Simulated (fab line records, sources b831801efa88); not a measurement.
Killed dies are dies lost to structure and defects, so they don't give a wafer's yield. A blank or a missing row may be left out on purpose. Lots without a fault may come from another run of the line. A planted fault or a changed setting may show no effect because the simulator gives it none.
Chamber matching | flow sky130 | SKY_VIA1_CMP_02 on cmp-02: 4 sister chambers
The step polishes SiO2. 7 wafers are shown with their chamber, then 9 later ones without.

WAFERS WITH THEIR CHAMBER
wafer  | chamber | motor_current_A (A)
L381.1 | 3       | 12.1
L385.1 | 0       | 11.6
L389.2 | 0       | 12.2
L389.6 | 2       | 12.2
L390.1 | 1       | 12.7
L390.2 | 2       | 13.5
L390.6 | 1       | 13.2

WAFERS WITHOUT THEIR CHAMBER
wafer  | motor_current_A (A)
L391.1 | 13.6
L391.2 | 13.9
L391.5 | 11.5
L394.1 | 13.1
L394.2 | 13.0
L394.4 | 11.9
L397.3 | 12.4
L397.5 | 12.0
L397.6 | 12.8

WHICH CHAMBER EACH WENT THROUGH
wafer  | from the rows above               | in truth
L391.1 | can't be placed: 1 or 2 or 3 or 0 | 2
L391.2 | can't be placed: 1 or 2 or 3 or 0 | 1
L391.5 | can't be placed: 0 or 3 or 2 or 1 | 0
L394.1 | can't be placed: 1 or 2 or 3 or 0 | 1
L394.2 | can't be placed: 1 or 2 or 3 or 0 | 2
L394.4 | can't be placed: 0 or 3 or 2 or 1 | 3
L397.3 | can't be placed: 3 or 2 or 0 or 1 | 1
L397.5 | can't be placed: 3 or 0 or 2 or 1 | 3
L397.6 | can't be placed: 2 or 1 or 3 or 0 | 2
Placed correctly: 0 of 9. Can't be placed from these rows: 9 (the true chamber is among the candidates in 9). Placed wrongly: 0.
How it was worked out, from the rows above alone: a wafer's distance from a chamber is the root of the sum, over the readings, of the square of ((its reading less the chamber's mean) divided by the reading's scatter). The wafer belongs to the nearest chamber; if the next one is less than 2 further off, it can't be placed. A chamber's mean is the mean of its shown wafers. The scatter: the root of (the sum of the squares of (reading less its chamber's mean) over the shown wafers, divided by (wafers less chambers)).
